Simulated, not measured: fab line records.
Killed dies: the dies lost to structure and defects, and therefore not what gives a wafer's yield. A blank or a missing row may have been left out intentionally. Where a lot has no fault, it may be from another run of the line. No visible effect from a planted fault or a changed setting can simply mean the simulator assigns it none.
A lot that was struck, set against a sound lot + flow sky130 + 16 out of 708 route steps
Sound: the wafers L409.2, L409.4, L409.5. Wafers struck: L424.1, L424.2, L424.5. The cause comes at the end.
Order at every step that has rows: each side's tool, ch and its chambers, its first start. Under that, the readings that differ: sound wafers + struck wafers + difference of the means + sigmas: that difference in standard deviations of wafers without a fault.
alike: readings whose means differ by less than 2 such deviations, and words and numbers that are the same on both sides. not compared: withheld readings, readings that some wafer has no value for, bounds like >300 that may hide the same value, and numbers for which the record gives no deviation and whose values overlap.
A row with sigmas, a row that says differs or no value, or rows on one side alone: a step with any of these is where the two part. Numbers that don't overlap but have no deviation are shown without sigmas and don't part them. A reading that every wafer of one side lacks parts them only if that side has two wafers or more.

first, 2 steps without rows for these wafers: SKY_NWELL_IMPLANT_12; SKY_NWELL_IMPLANT_13.
SKY_NWELL_STRIP_14: strips in O2/N2.
  sound on plasma_asher-04 ch 1, day 5 19:27; struck on plasma_asher-04 ch 0,1, day 9 12:58
  alike: drypump_motor_current_A, oes_product_au, strip_time_to_endpoint_s
  not compared: rf_hours_counter_h
SKY_NWELL_TW_MEAS_15:
  struck on film_metro-03, day 9 13:04; sound on film_metro-03, day 5 19:34
  alike: NWELL_TW
then, 7 steps without rows for these wafers: SKY_NWELL_DEHYDRATE_16 (time 60 s); SKY_NWELL_HMDS_17 (prime time 60 s); SKY_NWELL_COAT_18 (resist thk 3000 nm); SKY_NWELL_SOFTBAKE_19; SKY_NWELL_EXPOSE_20 (exposes mask NWM COMPLEMENT, target cd 840 nm); SKY_NWELL_PEB_21; SKY_NWELL_DEVELOP_22 (develop time 60 s).
SKY_NWELL_OVL_MEAS_23:
  struck on overlay-02, day 10 10:41; sound on overlay-02, day 6 13:55
  alike: NWELL_01_OVL
SKY_NWELL_IMPLANT_24:
  sound on implanter-03 ch 0, day 6 13:59; struck on implanter-03 ch 0, day 10 10:43
| reading            | sound                       | struck                           | difference  | sigmas      |
|--------------------|-----------------------------|----------------------------------|-------------|-------------|
| dose_ions_cm2      | 9.19e+12 9.204e+12 9.21e+12 | 1.3305e+13 1.3309e+13 1.3321e+13 | +4.1103e+12 | +99 or more |
| faraday_current_uA | 50.9 51.9 51.3              | 76.5 73.4 76.3                   | +24.0       | +24         |
SKY_NWELL_STRIP_25: strips in O2/N2.
  sound on plasma_asher-04 ch 0,1, day 6 14:06; struck on plasma_asher-02 ch 0,1, day 10 10:52
  alike: drypump_motor_current_A, oes_product_au, strip_time_to_endpoint_s
  not compared: rf_hours_counter_h
SKY_NWELL_TW_MEAS_26:
  struck on film_metro-02, day 10 11:11; sound on film_metro-02, day 6 14:13
| reading    | sound       | struck      | difference | sigmas |
|------------|-------------|-------------|------------|--------|
| NWELL_2_TW | 495 496 498 | 553 554 555 | +58        | +16    |
  not compared: hold
-- the record jumps here: 40 days lie between the struck wafers' starts before and after (it left off in module NWELL and takes up again in module PAD_OPEN, whose first step shown is number 708 of the route) --
SKY_PAD_OPEN_PROBE_99:
  struck on prober-02, day 50 18:37; sound on prober-01, day 47 15:24
| reading                                    | sound                         | struck                        | difference | sigmas |
|--------------------------------------------|-------------------------------|-------------------------------|------------|--------|
| model.etest.pfet_16v.r_on_ohm_um           | 1.493e+04 1.508e+04 1.572e+04 | 1.326e+04 1.284e+04 1.307e+04 | -2.187e+03 |        |
| model.etest.res_iso_pwell.rs_ohm_sq        | 2835 2824 3271                | 2092 1972 2076                | -930       |        |
| model.etest.res_pwell_under_gate.rs_ohm_sq | 2294 2303 2291                | 1764 1780 1763                | -527       |        |
| model.etest.res_iso_pwell.line_ohm_um      | 1074 1066 1229                | 789.4 726.3 762.8             | -363.5     |        |
| model.etest.tip_n_5v.rs_ohm_sq             | 1407 1419 1405                | 1476 1479 1471                | +65        |        |
| model.etest.res_nwell.width_nm (nm)        | 835.7 834.8 841.9             | 797.7 798.1 792.9             | -41.2      |        |
| model.etest.res_iso_pwell.width_nm (nm)    | 2650 2658 2640                | 2682 2689 2688                | +37        |        |
| model.etest.pfet_16v.drive_ua_um           | 238.2 237.3 231.1             | 253.1 253.2 254               | +17.9      |        |
  alike: killed_at_M0_to_M3, killed_at_M4_up, killed_at_contacts, killed_at_front_end, killed_at_other, killed_dies, killed_open, killed_short

## WHERE THEY PART
Earliest at SKY_NWELL_IMPLANT_24; latest, in this record, at SKY_NWELL_TW_MEAS_26. Later steps at which nothing parts them and some readings are alike: SKY_PAD_OPEN_PROBE_99.

WHY: whatever the simulator had introduced
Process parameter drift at SKY_NWELL_IMPLANT_24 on implanter-03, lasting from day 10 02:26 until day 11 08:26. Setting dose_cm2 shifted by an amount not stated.
